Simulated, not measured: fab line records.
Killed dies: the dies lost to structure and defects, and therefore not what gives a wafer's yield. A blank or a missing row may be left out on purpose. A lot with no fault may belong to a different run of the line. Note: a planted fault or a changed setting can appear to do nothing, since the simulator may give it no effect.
Which tool is to blame? || flow sky130 || 24 lots with 72 wafers sampled at 5 steps, on a route of 708 steps

WHAT EACH GAUGE READ, for each wafer
SKY_CONTACT_OVL_MEAS_15. Usual: CONTACT_OVL 0 nm, standard deviation 5.9.
{"lot": "L074", "measured": "day 31 08:27", "on": "overlay-01", "CONTACT_OVL (nm)": "2 -3 3", "flag": ""}
{"lot": "L075", "measured": "day 31 18:23", "on": "overlay-02", "CONTACT_OVL (nm)": "5 4 -4", "flag": ""}
{"lot": "L076", "measured": "day 31 22:23", "on": "overlay-01", "CONTACT_OVL (nm)": "-1 2 -8", "flag": ""}
{"lot": "L077", "measured": "day 32 11:59", "on": "overlay-01", "CONTACT_OVL (nm)": "8 0 8", "flag": ""}
{"lot": "L078", "measured": "day 32 21:20", "on": "overlay-02", "CONTACT_OVL (nm)": "4 -1 0", "flag": ""}
{"lot": "L079", "measured": "day 32 22:38", "on": "overlay-02", "CONTACT_OVL (nm)": "12 5 6", "flag": ""}
{"lot": "L080", "measured": "day 33 14:56", "on": "overlay-01", "CONTACT_OVL (nm)": "5 0 -5", "flag": ""}
{"lot": "L081", "measured": "day 33 22:29", "on": "overlay-02", "CONTACT_OVL (nm)": "2 4 10", "flag": ""}
{"lot": "L082", "measured": "day 34 04:34", "on": "overlay-01", "CONTACT_OVL (nm)": "2 -1 8", "flag": ""}
{"lot": "L083", "measured": "day 34 13:29", "on": "overlay-01", "CONTACT_OVL (nm)": "1 -7 -5", "flag": ""}
{"lot": "L084", "measured": "day 34 20:39", "on": "overlay-02", "CONTACT_OVL (nm)": "-13 -7 -8", "flag": ""}
{"lot": "L085", "measured": "day 35 05:14", "on": "overlay-02", "CONTACT_OVL (nm)": "-11 2 -8", "flag": ""}
{"lot": "L086", "measured": "day 35 15:57", "on": "overlay-02", "CONTACT_OVL (nm)": "2 4 5", "flag": ""}
{"lot": "L087", "measured": "day 36 03:27", "on": "overlay-01", "CONTACT_OVL (nm)": "-1 7 4", "flag": ""}
{"lot": "L089", "measured": "day 36 07:47", "on": "overlay-02", "CONTACT_OVL (nm)": "17 2 2", "flag": ""}
{"lot": "L088", "measured": "day 36 10:04", "on": "overlay-01", "CONTACT_OVL (nm)": "-6 -12 -1", "flag": ""}
{"lot": "L091", "measured": "day 37 03:41", "on": "overlay-02", "CONTACT_OVL (nm)": "-4 -11 -5", "flag": ""}
{"lot": "L092", "measured": "day 37 05:41", "on": "overlay-02", "CONTACT_OVL (nm)": "0 -7 5", "flag": ""}
{"lot": "L090", "measured": "day 37 07:08", "on": "overlay-01", "CONTACT_OVL (nm)": "2 -2 -4", "flag": ""}
{"lot": "L093", "measured": "day 37 12:46", "on": "overlay-01", "CONTACT_OVL (nm)": "3 1 1", "flag": ""}
{"lot": "L094", "measured": "day 37 20:27", "on": "overlay-01", "CONTACT_OVL (nm)": "-9 -8 -1", "flag": ""}
{"lot": "L095", "measured": "day 38 06:23", "on": "overlay-01", "CONTACT_OVL (nm)": "-3 -4 4", "flag": ""}
{"lot": "L096", "measured": "day 38 08:57", "on": "overlay-01", "CONTACT_OVL (nm)": "5 4 3", "flag": ""}
{"lot": "L097", "measured": "day 38 17:03", "on": "overlay-01", "CONTACT_OVL (nm)": "3 -6 7", "flag": ""}

SKY_VIA3_OVL_MEAS_13. Usual: VIA3_OVL -1 nm, standard deviation 5.
{"lot": "L074", "measured": "day 39 12:03", "on": "overlay-01", "VIA3_OVL (nm)": "-1 -7 2", "flag": ""}
{"lot": "L075", "measured": "day 39 21:17", "on": "overlay-02", "VIA3_OVL (nm)": "-5 3 0", "flag": ""}
{"lot": "L076", "measured": "day 39 22:14", "on": "overlay-01", "VIA3_OVL (nm)": "-4 -7 0", "flag": ""}
{"lot": "L077", "measured": "day 40 14:18", "on": "overlay-02", "VIA3_OVL (nm)": "-1 5 1", "flag": ""}
{"lot": "L078", "measured": "day 40 21:18", "on": "overlay-01", "VIA3_OVL (nm)": "-3 2 -3", "flag": ""}
{"lot": "L079", "measured": "day 40 23:53", "on": "overlay-02", "VIA3_OVL (nm)": "1 7 -10", "flag": ""}
{"lot": "L080", "measured": "day 41 12:06", "on": "overlay-02", "VIA3_OVL (nm)": "-9 0 3", "flag": ""}
{"lot": "L081", "measured": "day 41 20:51", "on": "overlay-01", "VIA3_OVL (nm)": "4 4 -4", "flag": ""}
{"lot": "L082", "measured": "day 42 00:43", "on": "overlay-01", "VIA3_OVL (nm)": "5 11 1", "flag": ""}
{"lot": "L083", "measured": "day 42 09:11", "on": "overlay-02", "VIA3_OVL (nm)": "-4 -11 -6", "flag": ""}
{"lot": "L084", "measured": "day 42 15:02", "on": "overlay-02", "VIA3_OVL (nm)": "-2 4 0", "flag": ""}
{"lot": "L085", "measured": "day 43 00:47", "on": "overlay-01", "VIA3_OVL (nm)": "3 8 -3", "flag": ""}
{"lot": "L086", "measured": "day 43 07:08", "on": "overlay-02", "VIA3_OVL (nm)": "9 -3 4", "flag": ""}
{"lot": "L087", "measured": "day 43 20:10", "on": "overlay-01", "VIA3_OVL (nm)": "-1 -1 -6", "flag": ""}
{"lot": "L089", "measured": "day 43 22:52", "on": "overlay-01", "VIA3_OVL (nm)": "-3 -13 6", "flag": ""}
{"lot": "L088", "measured": "day 44 01:36", "on": "overlay-01", "VIA3_OVL (nm)": "-4 -4 -2", "flag": ""}
{"lot": "L091", "measured": "day 44 14:29", "on": "overlay-02", "VIA3_OVL (nm)": "2 4 4", "flag": ""}
{"lot": "L092", "measured": "day 44 18:39", "on": "overlay-01", "VIA3_OVL (nm)": "-2 -5 9", "flag": ""}
{"lot": "L090", "measured": "day 44 19:09", "on": "overlay-02", "VIA3_OVL (nm)": "5 0 1", "flag": ""}
{"lot": "L093", "measured": "day 44 23:58", "on": "overlay-01", "VIA3_OVL (nm)": "0 2 -3", "flag": ""}
{"lot": "L094", "measured": "day 45 05:06", "on": "overlay-02", "VIA3_OVL (nm)": "-4 -6 -13", "flag": ""}
{"lot": "L095", "measured": "day 45 12:21", "on": "overlay-02", "VIA3_OVL (nm)": "-3 4 3", "flag": ""}
{"lot": "L096", "measured": "day 45 15:47", "on": "overlay-01", "VIA3_OVL (nm)": "-3 -9 -12", "flag": ""}
{"lot": "L097", "measured": "day 45 21:35", "on": "overlay-01", "VIA3_OVL (nm)": "-7 6 -7", "flag": ""}

TOOL THAT RAN EACH LOT (tool first, then ch and the chambers of the sampled wafers, then the start)
{"lot": "L074", "SKY_SD_N_STRIP_11": "plasmaAsher-02 ch 0,1, day 27 17:19", "SKY_VIA1_STRIP_16": "plasmaAsher-01 ch 0,1, day 33 17:52", "SKY_CAPM_CVD_00": "pecvd-03 ch 0,2, day 36 04:30"}
{"lot": "L075", "SKY_SD_N_STRIP_11": "plasmaAsher-02 ch 0,1, day 28 03:10", "SKY_VIA1_STRIP_16": "plasmaAsher-02 ch 0,1, day 34 03:07", "SKY_CAPM_CVD_00": "pecvd-01 ch 1,2, day 36 13:11"}
{"lot": "L076", "SKY_SD_N_STRIP_11": "plasmaAsher-03 ch 0,1, day 28 07:27", "SKY_VIA1_STRIP_16": "plasmaAsher-04 ch 0,1, day 34 07:28", "SKY_CAPM_CVD_00": "pecvd-04 ch 0,1,2, day 36 15:54"}
{"lot": "L077", "SKY_SD_N_STRIP_11": "plasmaAsher-02 ch 0,1, day 28 21:11", "SKY_VIA1_STRIP_16": "plasmaAsher-02 ch 0,1, day 34 21:01", "SKY_CAPM_CVD_00": "pecvd-01 ch 1,2, day 37 06:53"}
{"lot": "L078", "SKY_SD_N_STRIP_11": "plasmaAsher-03 ch 0, day 29 06:40", "SKY_VIA1_STRIP_16": "plasmaAsher-02 ch 0, day 35 05:47", "SKY_CAPM_CVD_00": "pecvd-03 ch 1,2, day 37 14:50"}
{"lot": "L079", "SKY_SD_N_STRIP_11": "plasmaAsher-03 ch 0,1, day 29 09:01", "SKY_VIA1_STRIP_16": "plasmaAsher-04 ch 1, day 35 06:28", "SKY_CAPM_CVD_00": "pecvd-01 ch 0,1, day 37 16:38"}
{"lot": "L080", "SKY_SD_N_STRIP_11": "plasmaAsher-03 ch 0,1, day 30 01:44", "SKY_VIA1_STRIP_16": "plasmaAsher-01 ch 0,1, day 35 23:55", "SKY_CAPM_CVD_00": "pecvd-03 ch 0,1, day 38 08:45"}
{"lot": "L081", "SKY_SD_N_STRIP_11": "plasmaAsher-03 ch 0,1, day 30 09:58", "SKY_VIA1_STRIP_16": "plasmaAsher-04 ch 0,1, day 36 07:07", "SKY_CAPM_CVD_00": "pecvd-03 ch 1,2, day 38 16:20"}
{"lot": "L082", "SKY_SD_N_STRIP_11": "plasmaAsher-04 ch 0,1, day 30 15:52", "SKY_VIA1_STRIP_16": "plasmaAsher-01 ch 0,1, day 36 12:06", "SKY_CAPM_CVD_00": "pecvd-03 ch 0,1,2, day 38 21:13"}
{"lot": "L083", "SKY_SD_N_STRIP_11": "plasmaAsher-03 ch 0,1, day 31 00:01", "SKY_VIA1_STRIP_16": "plasmaAsher-02 ch 0,1, day 36 21:34", "SKY_CAPM_CVD_00": "pecvd-03 ch 0,1,2, day 39 05:44"}
{"lot": "L084", "SKY_SD_N_STRIP_11": "plasmaAsher-04 ch 0,1, day 31 07:53", "SKY_VIA1_STRIP_16": "plasmaAsher-01 ch 0,1, day 37 04:31", "SKY_CAPM_CVD_00": "pecvd-01 ch 0,1,2, day 39 12:18"}
{"lot": "L085", "SKY_SD_N_STRIP_11": "plasmaAsher-04 ch 0,1, day 31 17:02", "SKY_VIA1_STRIP_16": "plasmaAsher-04 ch 0, day 37 12:40", "SKY_CAPM_CVD_00": "pecvd-01 ch 1,2, day 39 21:45"}
{"lot": "L086", "SKY_SD_N_STRIP_11": "plasmaAsher-03 ch 0,1, day 32 02:05", "SKY_VIA1_STRIP_16": "plasmaAsher-02 ch 0,1, day 37 23:10", "SKY_CAPM_CVD_00": "pecvd-01 ch 0,1,2, day 40 05:50"}
{"lot": "L087", "SKY_SD_N_STRIP_11": "plasmaAsher-04 ch 0,1, day 32 15:42", "SKY_VIA1_STRIP_16": "plasmaAsher-02 ch 0,1, day 38 11:21", "SKY_CAPM_CVD_00": "pecvd-03 ch 0,1,2, day 40 18:27"}
{"lot": "L089", "SKY_SD_N_STRIP_11": "plasmaAsher-02 ch 0,1, day 32 21:01", "SKY_VIA1_STRIP_16": "plasmaAsher-04 ch 0,1, day 38 15:16", "SKY_CAPM_CVD_00": "pecvd-01 ch 0,1, day 40 21:32"}
{"lot": "L088", "SKY_SD_N_STRIP_11": "plasmaAsher-04 ch 0,1, day 32 22:46", "SKY_VIA1_STRIP_16": "plasmaAsher-04 ch 0,1, day 38 17:54", "SKY_CAPM_CVD_00": "pecvd-03 ch 0,1, day 41 00:41"}
{"lot": "L091", "SKY_SD_N_STRIP_11": "plasmaAsher-04 ch 0,1, day 33 16:11", "SKY_VIA1_STRIP_16": "plasmaAsher-04 ch 0,1, day 39 10:25", "SKY_CAPM_CVD_00": "pecvd-03 ch 0,1, day 41 16:47"}
{"lot": "L092", "SKY_SD_N_STRIP_11": "plasmaAsher-02 ch 0,1, day 33 18:22", "SKY_VIA1_STRIP_16": "plasmaAsher-02 ch 1, day 39 13:28", "SKY_CAPM_CVD_00": "pecvd-04 ch 0,1, day 41 18:37"}
{"lot": "L090", "SKY_SD_N_STRIP_11": "plasmaAsher-02 ch 0,1, day 33 18:58", "SKY_VIA1_STRIP_16": "plasmaAsher-04 ch 1, day 39 14:07", "SKY_CAPM_CVD_00": "pecvd-03 ch 0,1,2, day 41 19:47"}
{"lot": "L093", "SKY_SD_N_STRIP_11": "plasmaAsher-03 ch 0,1, day 34 01:21", "SKY_VIA1_STRIP_16": "plasmaAsher-01 ch 0,1, day 39 19:45", "SKY_CAPM_CVD_00": "pecvd-04 ch 0,2, day 42 00:51"}
{"lot": "L094", "SKY_SD_N_STRIP_11": "plasmaAsher-02 ch 0,1, day 34 08:43", "SKY_VIA1_STRIP_16": "plasmaAsher-04 ch 0,1, day 40 02:28", "SKY_CAPM_CVD_00": "pecvd-03 ch 0,1,2, day 42 06:49"}
{"lot": "L095", "SKY_SD_N_STRIP_11": "plasmaAsher-03 ch 0,1, day 34 18:44", "SKY_VIA1_STRIP_16": "plasmaAsher-04 ch 0,1, day 40 11:34", "SKY_CAPM_CVD_00": "pecvd-04 ch 0,1,2, day 42 15:04"}
{"lot": "L096", "SKY_SD_N_STRIP_11": "plasmaAsher-02 ch 0,1, day 34 21:32", "SKY_VIA1_STRIP_16": "plasmaAsher-04 ch 0,1, day 40 14:46", "SKY_CAPM_CVD_00": "pecvd-04 ch 0,2, day 42 18:52"}
{"lot": "L097", "SKY_SD_N_STRIP_11": "plasmaAsher-04 ch 0,1, day 35 05:52", "SKY_VIA1_STRIP_16": "plasmaAsher-04 ch 0,1, day 40 21:19", "SKY_CAPM_CVD_00": "pecvd-03 ch 1,2, day 43 01:06"}
- SKY_SD_N_STRIP_11: strips in O2/N2.
- SKY_VIA1_STRIP_16: strips in O2/N2.
- SKY_CAPM_CVD_00: deposits SiO2, target thk 15.5 nm.

WHAT THE TOOLS THEMSELVES READ (means of the sampled wafers that have a number; where no wafer has one, the mark that the record gives instead)
SKY_SD_N_STRIP_11. Usual: drypumpMotorCurrentA 6.16 A, standard deviation 0.3; n2FlowSccm 300.1 sccm, standard deviation 0.89; oesProductAu 0.528 a.u., standard deviation 0.0041; stripTimeToEndpointS 22.57 s, standard deviation 0.04.
{"lot": "L074", "tool": "plasmaAsher-02", "drypumpMotorCurrentA (A)": 6.49, "n2FlowSccm (sccm)": 300.3, "oesProductAu (a.u.)": 0.534, "stripTimeToEndpointS (s)": 22.56, "flag": ""}
{"lot": "L075", "tool": "plasmaAsher-02", "drypumpMotorCurrentA (A)": 6.51, "n2FlowSccm (sccm)": 299.7, "oesProductAu (a.u.)": 0.524, "stripTimeToEndpointS (s)": 22.57, "flag": ""}
{"lot": "L076", "tool": "plasmaAsher-03", "drypumpMotorCurrentA (A)": 6.22, "n2FlowSccm (sccm)": 300.1, "oesProductAu (a.u.)": 0.529, "stripTimeToEndpointS (s)": 22.54, "flag": ""}
{"lot": "L077", "tool": "plasmaAsher-02", "drypumpMotorCurrentA (A)": 6.49, "n2FlowSccm (sccm)": 299.6, "oesProductAu (a.u.)": 0.527, "stripTimeToEndpointS (s)": 22.56, "flag": ""}
{"lot": "L078", "tool": "plasmaAsher-03", "drypumpMotorCurrentA (A)": 6.17, "n2FlowSccm (sccm)": 300.1, "oesProductAu (a.u.)": 0.525, "stripTimeToEndpointS (s)": 22.56, "flag": ""}
{"lot": "L079", "tool": "plasmaAsher-03", "drypumpMotorCurrentA (A)": 6.25, "n2FlowSccm (sccm)": 301.0, "oesProductAu (a.u.)": 0.527, "stripTimeToEndpointS (s)": 22.60, "flag": ""}
{"lot": "L080", "tool": "plasmaAsher-03", "drypumpMotorCurrentA (A)": 6.24, "n2FlowSccm (sccm)": 300.0, "oesProductAu (a.u.)": 0.531, "stripTimeToEndpointS (s)": 22.52, "flag": ""}
{"lot": "L081", "tool": "plasmaAsher-03", "drypumpMotorCurrentA (A)": 6.25, "n2FlowSccm (sccm)": 300.3, "oesProductAu (a.u.)": 0.527, "stripTimeToEndpointS (s)": 22.57, "flag": ""}
{"lot": "L082", "tool": "plasmaAsher-04", "drypumpMotorCurrentA (A)": 5.81, "n2FlowSccm (sccm)": 300.2, "oesProductAu (a.u.)": 0.528, "stripTimeToEndpointS (s)": 22.59, "flag": ""}
{"lot": "L083", "tool": "plasmaAsher-03", "drypumpMotorCurrentA (A)": 6.20, "n2FlowSccm (sccm)": 300.7, "oesProductAu (a.u.)": 0.525, "stripTimeToEndpointS (s)": 22.56, "flag": ""}
{"lot": "L084", "tool": "plasmaAsher-04", "drypumpMotorCurrentA (A)": 5.85, "n2FlowSccm (sccm)": 299.9, "oesProductAu (a.u.)": 0.528, "stripTimeToEndpointS (s)": 22.61, "flag": ""}
{"lot": "L085", "tool": "plasmaAsher-04", "drypumpMotorCurrentA (A)": 5.85, "n2FlowSccm (sccm)": 300.2, "oesProductAu (a.u.)": 0.530, "stripTimeToEndpointS (s)": 22.55, "flag": ""}
{"lot": "L086", "tool": "plasmaAsher-03", "drypumpMotorCurrentA (A)": 6.26, "n2FlowSccm (sccm)": 300.2, "oesProductAu (a.u.)": 0.532, "stripTimeToEndpointS (s)": 22.62, "flag": ""}
{"lot": "L087", "tool": "plasmaAsher-04", "drypumpMotorCurrentA (A)": 5.84, "n2FlowSccm (sccm)": 301.0, "oesProductAu (a.u.)": 0.527, "stripTimeToEndpointS (s)": 22.61, "flag": ""}
{"lot": "L089", "tool": "plasmaAsher-02", "drypumpMotorCurrentA (A)": 6.29, "n2FlowSccm (sccm)": 299.9, "oesProductAu (a.u.)": 0.528, "stripTimeToEndpointS (s)": 22.53, "flag": ""}
{"lot": "L088", "tool": "plasmaAsher-04", "drypumpMotorCurrentA (A)": 5.80, "n2FlowSccm (sccm)": 300.4, "oesProductAu (a.u.)": 0.528, "stripTimeToEndpointS (s)": 22.58, "flag": ""}
{"lot": "L091", "tool": "plasmaAsher-04", "drypumpMotorCurrentA (A)": 5.80, "n2FlowSccm (sccm)": 299.6, "oesProductAu (a.u.)": 0.527, "stripTimeToEndpointS (s)": 22.58, "flag": ""}
{"lot": "L092", "tool": "plasmaAsher-02", "drypumpMotorCurrentA (A)": 6.28, "n2FlowSccm (sccm)": 300.7, "oesProductAu (a.u.)": 0.530, "stripTimeToEndpointS (s)": 22.57, "flag": ""}
{"lot": "L090", "tool": "plasmaAsher-02", "drypumpMotorCurrentA (A)": 6.27, "n2FlowSccm (sccm)": 300.0, "oesProductAu (a.u.)": 0.529, "stripTimeToEndpointS (s)": 22.48, "flag": ""}
{"lot": "L093", "tool": "plasmaAsher-03", "drypumpMotorCurrentA (A)": 6.23, "n2FlowSccm (sccm)": 300.1, "oesProductAu (a.u.)": 0.531, "stripTimeToEndpointS (s)": 22.60, "flag": ""}
{"lot": "L094", "tool": "plasmaAsher-02", "drypumpMotorCurrentA (A)": 6.49, "n2FlowSccm (sccm)": 300.6, "oesProductAu (a.u.)": 0.532, "stripTimeToEndpointS (s)": 22.61, "flag": ""}
{"lot": "L095", "tool": "plasmaAsher-03", "drypumpMotorCurrentA (A)": 6.23, "n2FlowSccm (sccm)": 301.9, "oesProductAu (a.u.)": 0.527, "stripTimeToEndpointS (s)": 22.60, "flag": ""}
{"lot": "L096", "tool": "plasmaAsher-02", "drypumpMotorCurrentA (A)": 6.48, "n2FlowSccm (sccm)": 299.7, "oesProductAu (a.u.)": 0.527, "stripTimeToEndpointS (s)": 22.64, "flag": ""}
{"lot": "L097", "tool": "plasmaAsher-04", "drypumpMotorCurrentA (A)": 5.82, "n2FlowSccm (sccm)": 299.4, "oesProductAu (a.u.)": 0.529, "stripTimeToEndpointS (s)": 22.59, "flag": ""}

SKY_VIA1_STRIP_16. Usual: drypumpMotorCurrentA 6.1 A, standard deviation 0.32; n2FlowSccm 300.2 sccm, standard deviation 0.89; oesProductAu 0.416 a.u., standard deviation 0.0044; stripTimeToEndpointS 4.456 s, standard deviation 0.022.
{"lot": "L074", "tool": "plasmaAsher-01", "drypumpMotorCurrentA (A)": 6.2, "n2FlowSccm (sccm)": 300.9, "oesProductAu (a.u.)": 0.415, "stripTimeToEndpointS (s)": 4.473, "flag": ""}
{"lot": "L075", "tool": "plasmaAsher-02", "drypumpMotorCurrentA (A)": 6.3, "n2FlowSccm (sccm)": 299.3, "oesProductAu (a.u.)": 0.418, "stripTimeToEndpointS (s)": 4.458, "flag": ""}
{"lot": "L076", "tool": "plasmaAsher-04", "drypumpMotorCurrentA (A)": 5.8, "n2FlowSccm (sccm)": 299.6, "oesProductAu (a.u.)": 0.414, "stripTimeToEndpointS (s)": 4.439, "flag": ""}
{"lot": "L077", "tool": "plasmaAsher-02", "drypumpMotorCurrentA (A)": 6.3, "n2FlowSccm (sccm)": 300.7, "oesProductAu (a.u.)": 0.414, "stripTimeToEndpointS (s)": 4.445, "flag": ""}
{"lot": "L078", "tool": "plasmaAsher-02", "drypumpMotorCurrentA (A)": 6.7, "n2FlowSccm (sccm)": 300.6, "oesProductAu (a.u.)": 0.414, "stripTimeToEndpointS (s)": 4.456, "flag": ""}
{"lot": "L079", "tool": "plasmaAsher-04", "drypumpMotorCurrentA (A)": 5.9, "n2FlowSccm (sccm)": 300.4, "oesProductAu (a.u.)": 0.412, "stripTimeToEndpointS (s)": 4.431, "flag": ""}
{"lot": "L080", "tool": "plasmaAsher-01", "drypumpMotorCurrentA (A)": 6.3, "n2FlowSccm (sccm)": 300.0, "oesProductAu (a.u.)": 0.417, "stripTimeToEndpointS (s)": 4.457, "flag": ""}
{"lot": "L081", "tool": "plasmaAsher-04", "drypumpMotorCurrentA (A)": 5.8, "n2FlowSccm (sccm)": 299.8, "oesProductAu (a.u.)": 0.419, "stripTimeToEndpointS (s)": 4.438, "flag": ""}
{"lot": "L082", "tool": "plasmaAsher-01", "drypumpMotorCurrentA (A)": 6.3, "n2FlowSccm (sccm)": 300.7, "oesProductAu (a.u.)": 0.416, "stripTimeToEndpointS (s)": 4.466, "flag": ""}
{"lot": "L083", "tool": "plasmaAsher-02", "drypumpMotorCurrentA (A)": 6.5, "n2FlowSccm (sccm)": 299.5, "oesProductAu (a.u.)": 0.415, "stripTimeToEndpointS (s)": 4.456, "flag": ""}
{"lot": "L084", "tool": "plasmaAsher-01", "drypumpMotorCurrentA (A)": 6.2, "n2FlowSccm (sccm)": 300.0, "oesProductAu (a.u.)": 0.416, "stripTimeToEndpointS (s)": 4.470, "flag": ""}
{"lot": "L085", "tool": "plasmaAsher-04", "drypumpMotorCurrentA (A)": 5.7, "n2FlowSccm (sccm)": 299.6, "oesProductAu (a.u.)": 0.413, "stripTimeToEndpointS (s)": 4.424, "flag": ""}
{"lot": "L086", "tool": "plasmaAsher-02", "drypumpMotorCurrentA (A)": 6.5, "n2FlowSccm (sccm)": 300.1, "oesProductAu (a.u.)": 0.414, "stripTimeToEndpointS (s)": 4.460, "flag": ""}
{"lot": "L087", "tool": "plasmaAsher-02", "drypumpMotorCurrentA (A)": 6.5, "n2FlowSccm (sccm)": 300.1, "oesProductAu (a.u.)": 0.418, "stripTimeToEndpointS (s)": 4.476, "flag": ""}
{"lot": "L089", "tool": "plasmaAsher-04", "drypumpMotorCurrentA (A)": 5.8, "n2FlowSccm (sccm)": 300.1, "oesProductAu (a.u.)": 0.413, "stripTimeToEndpointS (s)": 4.436, "flag": ""}
{"lot": "L088", "tool": "plasmaAsher-04", "drypumpMotorCurrentA (A)": 5.9, "n2FlowSccm (sccm)": 299.3, "oesProductAu (a.u.)": 0.418, "stripTimeToEndpointS (s)": 4.483, "flag": ""}
{"lot": "L091", "tool": "plasmaAsher-04", "drypumpMotorCurrentA (A)": 5.8, "n2FlowSccm (sccm)": 299.4, "oesProductAu (a.u.)": 0.419, "stripTimeToEndpointS (s)": 4.455, "flag": ""}
{"lot": "L092", "tool": "plasmaAsher-02", "drypumpMotorCurrentA (A)": 6.1, "n2FlowSccm (sccm)": 299.9, "oesProductAu (a.u.)": 0.417, "stripTimeToEndpointS (s)": 4.477, "flag": ""}
{"lot": "L090", "tool": "plasmaAsher-04", "drypumpMotorCurrentA (A)": 5.9, "n2FlowSccm (sccm)": 299.7, "oesProductAu (a.u.)": 0.416, "stripTimeToEndpointS (s)": 4.473, "flag": ""}
{"lot": "L093", "tool": "plasmaAsher-01", "drypumpMotorCurrentA (A)": 6.1, "n2FlowSccm (sccm)": 299.5, "oesProductAu (a.u.)": 0.411, "stripTimeToEndpointS (s)": 4.448, "flag": ""}
{"lot": "L094", "tool": "plasmaAsher-04", "drypumpMotorCurrentA (A)": 5.9, "n2FlowSccm (sccm)": 300.4, "oesProductAu (a.u.)": 0.413, "stripTimeToEndpointS (s)": 4.449, "flag": ""}
{"lot": "L095", "tool": "plasmaAsher-04", "drypumpMotorCurrentA (A)": 5.8, "n2FlowSccm (sccm)": 300.9, "oesProductAu (a.u.)": 0.416, "stripTimeToEndpointS (s)": 4.485, "flag": ""}
{"lot": "L096", "tool": "plasmaAsher-04", "drypumpMotorCurrentA (A)": 5.9, "n2FlowSccm (sccm)": 300.5, "oesProductAu (a.u.)": 0.417, "stripTimeToEndpointS (s)": 4.468, "flag": ""}
{"lot": "L097", "tool": "plasmaAsher-04", "drypumpMotorCurrentA (A)": 5.8, "n2FlowSccm (sccm)": 300.8, "oesProductAu (a.u.)": 0.416, "stripTimeToEndpointS (s)": 4.454, "flag": ""}

SKY_CAPM_CVD_00. Usual: 720 W for heaterPowerW, sd 87.
{"lot": "L074", "tool": "pecvd-03", "heaterPowerW (W)": 686, "flag": ""}
{"lot": "L075", "tool": "pecvd-01", "heaterPowerW (W)": 752, "flag": ""}
{"lot": "L076", "tool": "pecvd-04", "heaterPowerW (W)": 826, "flag": ""}
{"lot": "L077", "tool": "pecvd-01", "heaterPowerW (W)": 678, "flag": ""}
{"lot": "L078", "tool": "pecvd-03", "heaterPowerW (W)": 692, "flag": ""}
{"lot": "L079", "tool": "pecvd-01", "heaterPowerW (W)": 732, "flag": ""}
{"lot": "L080", "tool": "pecvd-03", "heaterPowerW (W)": 640, "flag": ""}
{"lot": "L081", "tool": "pecvd-03", "heaterPowerW (W)": 705, "flag": ""}
{"lot": "L082", "tool": "pecvd-03", "heaterPowerW (W)": 724, "flag": ""}
{"lot": "L083", "tool": "pecvd-03", "heaterPowerW (W)": 658, "flag": ""}
{"lot": "L084", "tool": "pecvd-01", "heaterPowerW (W)": 659, "flag": ""}
{"lot": "L085", "tool": "pecvd-01", "heaterPowerW (W)": 709, "flag": ""}
{"lot": "L086", "tool": "pecvd-01", "heaterPowerW (W)": 752, "flag": ""}
{"lot": "L087", "tool": "pecvd-03", "heaterPowerW (W)": 679, "flag": ""}
{"lot": "L089", "tool": "pecvd-01", "heaterPowerW (W)": 725, "flag": ""}
{"lot": "L088", "tool": "pecvd-03", "heaterPowerW (W)": 694, "flag": ""}
{"lot": "L091", "tool": "pecvd-03", "heaterPowerW (W)": 612, "flag": ""}
{"lot": "L092", "tool": "pecvd-04", "heaterPowerW (W)": 831, "flag": ""}
{"lot": "L090", "tool": "pecvd-03", "heaterPowerW (W)": 652, "flag": ""}
{"lot": "L093", "tool": "pecvd-04", "heaterPowerW (W)": 801, "flag": ""}
{"lot": "L094", "tool": "pecvd-03", "heaterPowerW (W)": 644, "flag": ""}
{"lot": "L095", "tool": "pecvd-04", "heaterPowerW (W)": 780, "flag": ""}
{"lot": "L096", "tool": "pecvd-04", "heaterPowerW (W)": 847, "flag": ""}
{"lot": "L097", "tool": "pecvd-03", "heaterPowerW (W)": 698, "flag": ""}

THE ANSWER, worked out from the rows above alone
Rule: lot off if the mean of its wafers having a number is beyond 3 standard deviations from the usual mean. Also off: a lot with no number at a reading for which 4 or more lots have one. The other lots that the step has rows for count as sound. After the gauges, taken in route order, come the tools' own readings; for these a lot's mean is taken, as printed above. The first step at which some lot is off is used, and at that step the reading that is off furthest; a lot without a number counts as furthest.
No lot is off at any reading shown: from this, nothing can be told.

WHAT WAS PUT IN BY THE SIMULATOR
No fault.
